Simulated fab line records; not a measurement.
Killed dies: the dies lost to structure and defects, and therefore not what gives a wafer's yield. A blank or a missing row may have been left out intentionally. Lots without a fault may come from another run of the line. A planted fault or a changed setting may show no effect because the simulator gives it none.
Which of the tools did it?    flow gf180mcu    Sampling: 11 lots, 33 wafers, 3 of 602 route steps

== WHAT EACH GAUGE READ, for each wafer ==
GF_PSD_RS_MEAS_14: the measuring method here is four-point-probe.
lot   measured      on             NSD_RS (ohm/sq)
L644  day 14 21:35  film-metro-04  46.53 46.37 46.57
L645  day 15 08:43  film-metro-01  46.42 46.39 46.59
L646  day 15 17:13  film-metro-04  46.46 46.48 46.49
L648  day 16 06:24  film-metro-04  46.50 46.41 46.41
L649  day 16 15:47  film-metro-03  46.48 46.48 46.47
L651  day 17 09:43  film-metro-03  46.26 46.56 46.31
L654  day 19 10:55  film-metro-04  48.79 48.95 48.89 48.95 49.03 48.80
L656  day 19 18:49  film-metro-03  48.83 48.93 49.02 48.95 48.88 48.94
L661  day 21 14:17  film-metro-03  46.63 46.56 46.64
L664  day 22 07:25  film-metro-01  46.56 46.53 46.66
L665  day 22 12:24  film-metro-04  46.61 46.68 46.69

== WHICH TOOL RAN EACH LOT (tool, then ch and the chambers of the sampled wafers, then the start) ==
lot   GF_NSD_IMPLANT_09                GF_NSD_STRIP_11
L644  implanter-03 ch 0, day 13 23:55  plasma-asher-02 ch 0,1, day 14 00:13
L645  implanter-04 ch 0, day 14 10:26  plasma-asher-04 ch 0,1, day 14 10:42
L646  implanter-03 ch 0, day 14 18:43  plasma-asher-04 ch 0,1, day 14 19:01
L648  implanter-04 ch 0, day 15 07:59  plasma-asher-02 ch 0,1, day 15 08:16
L649  implanter-04 ch 0, day 15 16:28  plasma-asher-03 ch 0,1, day 15 16:46
L651  implanter-03 ch 0, day 16 09:42  plasma-asher-04 ch 0,1, day 16 09:59
L654  implanter-03 ch 0, day 18 09:39  plasma-asher-03 ch 1, day 18 09:57
L656  implanter-03 ch 0, day 18 17:08  plasma-asher-03 ch 0,1, day 18 17:25
L661  implanter-02 ch 0, day 20 13:28  plasma-asher-03 ch 0,1, day 20 13:44
L664  implanter-03 ch 0, day 21 06:21  plasma-asher-04 ch 0,1, day 21 06:38
L665  implanter-02 ch 0, day 21 12:51  plasma-asher-03 ch 0, day 21 13:09
- GF_NSD_IMPLANT_09
- GF_NSD_STRIP_11: strips in O2/N2.

== THE ANSWER, worked out from the rows above alone ==
Rule: the usual values come from the lots themselves. Put in order of their means at a reading, lots are off if they are a third of the lots or fewer, leave a main group of 4 or more, and stand apart from it by a gap of 3 or more times the standard deviation of the main group's means; of several such gaps the widest counts. A main group is skipped when, at the precision printed for the reading in the tables above, its means are all equal. Also off: a lot with no number at a reading for which 4 or more lots have one. Where the step has rows for the other lots, those lots are counted as sound.
Off: L654, L656, seen at GF_PSD_RS_MEAS_14 (NSD_RS). Main group: mean 46.51 ohm/sq, sd 0.085.
A tool fits if, at a process step before that reading, it ran every lot that is off, and no sound lot after the first of them. Those tools and the gauges at GF_PSD_RS_MEAS_14 are tried in the same way. No candidate that was tried fits.

== WHAT WAS PUT IN BY THE SIMULATOR ==
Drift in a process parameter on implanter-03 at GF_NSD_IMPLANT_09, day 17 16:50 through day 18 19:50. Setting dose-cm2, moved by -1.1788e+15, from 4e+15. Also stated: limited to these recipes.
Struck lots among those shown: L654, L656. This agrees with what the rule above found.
